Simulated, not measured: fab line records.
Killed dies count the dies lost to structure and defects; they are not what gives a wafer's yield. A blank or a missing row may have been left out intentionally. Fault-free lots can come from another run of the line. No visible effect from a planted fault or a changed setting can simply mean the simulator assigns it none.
Matching of chambers ; flow gf180mcu ; 4 sister chambers for GF_POLY_GATE_ETCH_12 on rie-diel-02
The step etches BARC in N2/H2. 14 wafers are shown with their chamber, then 7 later ones without.

== WAFERS PAIRED WITH THEIR CHAMBERS ==
wafer;chamber;oes-product-au (a.u.);throttle-valve-pct (%)
L763.2;3;0.737;13.204
L763.3;0;0.735;13.213
L763.5;3;0.729;13.203
L766.1;0;0.737;13.208
L766.2;3;0.739;13.225
L766.3;1;0.739;13.211
L767.1;3;0.728;13.214
L767.2;2;0.739;13.211
L767.3;1;0.732;13.204
L770.1;1;0.735;13.216
L770.5;3;0.737;13.208
L770.6;1;0.736;13.221
L771.3;0;0.743;13.215
L771.4;1;0.735;13.227

SIGNATURES (averages over the wafers above)
reading;chamber 0;chamber 1;chamber 2;chamber 3;scatter within a chamber
oes-product-au;0.73833;0.73540;0.73900;0.73400;0.00405
throttle-valve-pct;13.21200;13.21580;13.21100;13.21080;0.00817
Rule: a wafer's distance from a chamber is the root of the sum, over the readings, of the square of ((its reading less the chamber's mean) divided by the reading's scatter). The wafer belongs to the nearest chamber; if the next one is less than 2 further off, it can't be placed. The scatter is the square root of a quotient: the sum, over the shown wafers, of each reading's squared deviation from its chamber's mean, divided by wafers minus chambers.

== WAFERS WITHOUT THEIR CHAMBER ==
wafer;oes-product-au (a.u.);throttle-valve-pct (%)
L771.5;0.730;13.229
L783.2;0.740;13.210
L783.3;0.733;13.202
L783.4;0.728;13.223
L785.3;0.731;13.222
L785.5;0.731;13.206
L785.6;0.732;13.213

== CHAMBER TAKEN BY EACH ==
wafer;from the rows above;in truth
L771.5;can't be placed: 1 or 3 or 0 or 2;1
L783.2;can't be placed: 2 or 0 or 1 or 3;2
L783.3;can't be placed: 3 or 1 or 0 or 2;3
L783.4;can't be placed: 1 or 3 or 0 or 2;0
L785.3;can't be placed: 1 or 3 or 0 or 2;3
L785.5;can't be placed: 3 or 1 or 0 or 2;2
L785.6;can't be placed: 3 or 1 or 0 or 2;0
Correctly placed: 0 of 7. These rows do not allow placing 7 (true chamber among the candidates in 7). Wrongly placed: 0.
